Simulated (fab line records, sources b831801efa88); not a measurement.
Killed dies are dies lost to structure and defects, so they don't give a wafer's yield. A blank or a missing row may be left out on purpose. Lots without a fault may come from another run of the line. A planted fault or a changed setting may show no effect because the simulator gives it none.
Which tool did it? | flow sfq_line | 7 lots, 21 wafers sampled, at 2 steps of a route of 325

WHAT THE GAUGES READ, wafer by wafer
SFQ_M1_OVL_MEAS_911.
lot  | measured     | on         | M1_OVL (nm)
L378 | day 17 21:53 | overlay-02 | -10 -6 -4
L380 | day 25 23:18 | overlay-02 | -2 -1 6
L382 | day 26 05:19 | overlay-01 | -11 -2 -7
L384 | day 27 00:30 | overlay-02 | 10 4 6
L390 | day 29 06:25 | overlay-02 | 9 8 2
L397 | day 32 06:25 | overlay-02 | 4 12 3
L399 | day 32 19:47 | overlay-02 | -1 1 4

WHICH TOOL RAN EACH LOT (tool, then ch and the chambers of the sampled wafers, then the start)
lot  | SFQ_TRILAYER_L0_STRIP_STRIP_009
L378 | rie_metal-03 ch 0,1, day 4 13:08
L380 | rie_metal-01 ch 0, day 5 01:14
L382 | rie_metal-03 ch 0,1, day 5 14:48
L384 | rie_metal-01 ch 0, day 6 02:43
L390 | rie_metal-04 ch 0,1, day 7 13:20
L397 | rie_metal-04 ch 0,1, day 9 11:48
L399 | rie_metal-04 ch 0,1, day 10 03:55
- SFQ_TRILAYER_L0_STRIP_STRIP_009: strips in O2.

THE ANSWER, worked out from the rows above alone
Rule: what is usual is taken from the lots themselves. Put in order of their means at a reading, lots are off if they are a third of the lots or fewer, leave a main group of 4 or more, and stand apart from it by a gap of 3 or more times the standard deviation of the main group's means; of several such gaps the widest counts. A main group whose means are all the same, to the digits that the tables above print for the reading, isn't used. A lot without any number at a reading at which 4 lots or more have one is off too. The other lots that the step has rows for count as sound.
No lot is off at any reading shown: from this, nothing can be told.

WHAT THE SIMULATOR HAD PUT IN
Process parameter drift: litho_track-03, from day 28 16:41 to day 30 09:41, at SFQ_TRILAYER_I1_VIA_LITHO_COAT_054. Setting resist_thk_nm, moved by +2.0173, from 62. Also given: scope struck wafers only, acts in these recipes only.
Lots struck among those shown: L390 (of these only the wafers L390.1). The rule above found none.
